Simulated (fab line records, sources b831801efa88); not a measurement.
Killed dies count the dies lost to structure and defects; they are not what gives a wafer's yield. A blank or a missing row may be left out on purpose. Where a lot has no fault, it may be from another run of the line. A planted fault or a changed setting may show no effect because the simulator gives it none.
Comparing a struck lot with a sound one / flow sky130 / 42 steps out of a route of 708
Sound: the wafers L299.1, L299.2, L299.4. Struck: wafers L306.1, L306.3, L306.5. At the end, the cause is stated.
Per side, at each step with rows, come the tool, then ch with its chambers, and then its first start. Under that, the readings that differ: sound wafers / struck wafers / difference of the means / sigmas: that difference in standard deviations of wafers without a fault.
alike: a reading whose means differ by less than 2 such deviations, as well as words and numbers matching on both sides. not compared: withheld readings; readings where some wafer has no value; bounds like >300 that might hide an equal value; numbers whose values overlap and for which the record gives no deviation.
The two part at a step that has a row with sigmas, a row that says differs or no value, or rows on one side only. Numbers that have no deviation but don't overlap get no sigmas and don't part them. A reading that every wafer of one side lacks parts them only if that side has two wafers or more.

first, 5 steps without rows for these wafers: SKY_GATE_OXIDE_COAT_05 (resist thk 1140 nm); SKY_GATE_OXIDE_SOFTBAKE_06 (time 60 s); SKY_GATE_OXIDE_EXPOSE_07 (exposes mask LVOM, target cd 600 nm); SKY_GATE_OXIDE_PEB_08; SKY_GATE_OXIDE_DEVELOP_09 (develop time 60 s).
SKY_GATE_OXIDE_OVL_MEAS_10:
  struck on overlay-01, day 17 23:25; sound on overlay-02, day 14 05:31
  alike: GATE_OXIDE_OVL
then, 2 steps without rows for these wafers: SKY_GATE_OXIDE_IMPLANT_11; SKY_GATE_OXIDE_WET_ETCH_12 (etches SiO2 in dHF, target depth 16.8 nm, time 336 s).
SKY_GATE_OXIDE_STRIP_13: strips in O2/N2.
  sound on plasmaAsher-04 ch 0,1, day 14 05:49; struck on plasmaAsher-04 ch 0,1, day 17 23:43
  alike: drypumpMotorCurrentA, oesProductAu, stripTimeToEndpointS
  not compared: rfHoursCounterH
SKY_GATE_OXIDE_TW_MEAS_14:
  struck on filmMetro-02, day 17 23:49; sound on filmMetro-02, day 14 05:55
  alike: GATE_OXIDE_TW
then, 2 steps without rows for these wafers: SKY_GATE_OXIDE_CLEAN_15 (cleans in SC1/SC2, time 150 s); SKY_GATE_OXIDE_OXIDATION_16 (stabilise 600 s, purge 300 s, target thk 3.57 nm).
SKY_POLY_GATE_CVD_00: deposits poly-Si, target thk 180 nm, time 720 s.
  sound on lpcvd-01 ch 0, day 14 08:32; struck on lpcvd-01 ch 0, day 18 04:22
reading=model.poly-Si_of_POLY_GATE_CVD_00.thkNm (nm); sound=178.9 177.7 177.2; struck=140.7 140.2 140.8; difference=-37.4; sigmas=
SKY_POLY_GATE_THK_MEAS_01:
  struck on filmMetro-03, day 18 05:34; sound on filmMetro-01, day 14 10:21
reading=POLY_GATE_CVD_00_THK (nm); sound=179.0 177.7 177.1; struck=140.8 140.2 140.8; difference=-37.3; sigmas=-25
then, 8 steps without rows for these wafers: SKY_RES_PROTECT_DEHYDRATE_00 (time 60 s); SKY_RES_PROTECT_HMDS_01 (prime time 60 s); SKY_RES_PROTECT_COAT_02 (resist thk 1140 nm); SKY_RES_PROTECT_SOFTBAKE_03 (time 60 s); SKY_RES_PROTECT_EXPOSE_04 (exposes mask RPM, target cd 1270 nm); SKY_RES_PROTECT_PEB_05; SKY_RES_PROTECT_DEVELOP_06 (develop time 60 s); SKY_POLY_GATE_IMPLANT_02.
SKY_RES_PROTECT_STRIP_07: strips in O2/N2.
  sound on plasmaAsher-03 ch 0,1, day 15 12:52; struck on plasmaAsher-04 ch 0,1, day 19 11:23
  alike: drypumpMotorCurrentA, oesProductAu, stripTimeToEndpointS
  not compared: rfHoursCounterH
SKY_RES_PROTECT_TW_MEAS_08:
  struck on filmMetro-03, day 19 11:29; sound on filmMetro-04, day 15 12:58
  alike: POLY_GATE_TW
SKY_RES_PROTECT_CLEAN_09: cleans in SC1/SC2, time 150 s.
  sound on wetBench-02 ch 3, day 15 13:01; struck on wetBench-04 ch 1, day 19 11:32
reading=model.poly-Si_of_POLY_GATE_CVD_00.thkNm (nm); sound=178.3 177.1 176.5; struck=140.1 139.6 140.2; difference=-37.3; sigmas=
then, 1 step without rows for these wafers: SKY_POLY_GATE_CVD_03 (deposits Si3N4 from DCS/NH3, target thk 75 nm, time 1290 s).
SKY_POLY_GATE_THK_MEAS_04:
  struck on filmMetro-03, day 19 12:57; sound on filmMetro-03, day 15 15:40
  alike: POLY_GATE_CVD_03_THK
then, 8 steps without rows for these wafers: SKY_POLY_GATE_DEHYDRATE_05 (time 60 s); SKY_POLY_GATE_HMDS_06 (prime time 60 s); SKY_POLY_GATE_COAT_07 (resist thk 110 nm); SKY_POLY_GATE_COAT_08 (resist thk 450 nm); SKY_POLY_GATE_SOFTBAKE_09 (time 90 s); SKY_POLY_GATE_EXPOSE_10 (exposes mask P1M, target cd 150 nm); SKY_POLY_GATE_PEB_11; SKY_POLY_GATE_DEVELOP_12 (develop time 60 s).
SKY_POLY_GATE_CD_MEAS_13: target cd 150 nm.
  struck on cdSem-01, day 20 19:38; sound on cdSem-02, day 16 20:20
  alike: cdNm
SKY_POLY_GATE_OVL_MEAS_14:
  struck on overlay-01, day 20 19:45; sound on overlay-01, day 16 20:27
  alike: POLY_GATE_OVL
SKY_POLY_GATE_ETCH_15: etches BARC in N2/H2, stops on SiO2, time 118.5 s, target depth 110 nm.
  sound on rieDiel-03 ch 0,1,3, day 16 20:29; struck on rieDiel-03 ch 0,1, day 20 19:47
  alike: biasW, drypumpMotorCurrentA, oesProductAu, throttleValvePct
  not compared: rfHoursCounterH
SKY_POLY_GATE_ETCH_16: etches Si3N4 in CH3F/O2, stops on poly-Si, time 147.5 s, target depth 75 nm.
  sound on rieDiel-03 ch 0,1,3, day 16 20:34; struck on rieDiel-03 ch 0,1, day 20 19:52
  alike: biasW, drypumpMotorCurrentA, oesProductAu, throttleValvePct
  not compared: rfHoursCounterH
SKY_POLY_GATE_ETCH_17: etches poly-Si in HBr/Cl2, stops on SiO2, target depth 180 nm, time 70.5 s.
  sound on rieSi-01 ch 1,2,3, day 16 20:40; struck on rieSi-01 ch 0,3, day 20 19:58
reading=oesProductAu (a.u.); sound=0.988 0.972 0.970; struck=0.838 0.839 0.836; difference=-0.139; sigmas=-20
reading=model.etch.depthNm (nm); sound=178.3 177.1 176.5; struck=140.1 139.6 140.2; difference=-37.3; sigmas=
reading=model.POLY_GATE.featureDepthNm (nm); sound=178.3 177.1 176.5; struck=140.1 139.6 140.2; difference=-37.3; sigmas=
  alike: biasW, drypumpMotorCurrentA, throttleValvePct
  not compared: rfHoursCounterH
SKY_POLY_GATE_STRIP_18: strips in O2/N2.
  sound on plasmaAsher-03 ch 0,1, day 16 20:44; struck on plasmaAsher-02 ch 1, day 20 20:02
  alike: drypumpMotorCurrentA, oesProductAu, stripTimeToEndpointS
  not compared: rfHoursCounterH
-- a jump in the record: the struck wafers' starts before and after are 28 days apart (it breaks off in module POLY_GATE and resumes in module PAD_OPEN, where the first step shown is number 708 of the route) --
SKY_PAD_OPEN_PROBE_99:
  struck on prober-02, day 48 09:44; sound on prober-01, day 45 16:59
reading=model.etest.resXhighPo.lineOhmUm; sound=6082 5697 6003; struck=5413 5580 5531; difference=-419; sigmas=
reading=model.etest.resXhighPo.rsOhmSq; sound=2116 2021 2090; struck=1921 1944 1897; difference=-155; sigmas=
reading=model.etest.resHighPo.lineOhmUm; sound=759.3 737.9 760.7; struck=879.7 885.8 882; difference=+129.9; sigmas=
reading=model.etest.resPoly.lineOhmUm; sound=510.1 507.6 528.3; struck=614.5 645.4 638.1; difference=+117.3; sigmas=
reading=model.etest.resHighPo.rsOhmSq; sound=268.6 263.7 270.2; struck=310 315.4 306.6; difference=+43; sigmas=
reading=model.etest.liconHighPo.rcOhm; sound=353.1 346.1 363.7; struck=316.9 317.9 329.4; difference=-32.9; sigmas=
reading=model.etest.resPoly.rsOhmSq; sound=49.42 48.71 49.48; struck=58.9 59.84 59.2; difference=+10.1; sigmas=
reading=model.etest.capLiToPoly.cAfUm2; sound=97.01 99.46 100.9; struck=89.99 87.33 90.36; difference=-9.90; sigmas=
  alike: killed_at_M0_to_M3, killed_at_M4_up, killedAtContacts, killedAtFrontEnd, killedAtOther, killedDies, killedOpen, killedShort

WHERE THEY PART
Earliest at SKY_POLY_GATE_THK_MEAS_01; latest, in this record, at SKY_POLY_GATE_ETCH_17. Later steps at which nothing parts them and some readings are alike: SKY_POLY_GATE_STRIP_18, SKY_PAD_OPEN_PROBE_99.

WHY: what the simulator had put in
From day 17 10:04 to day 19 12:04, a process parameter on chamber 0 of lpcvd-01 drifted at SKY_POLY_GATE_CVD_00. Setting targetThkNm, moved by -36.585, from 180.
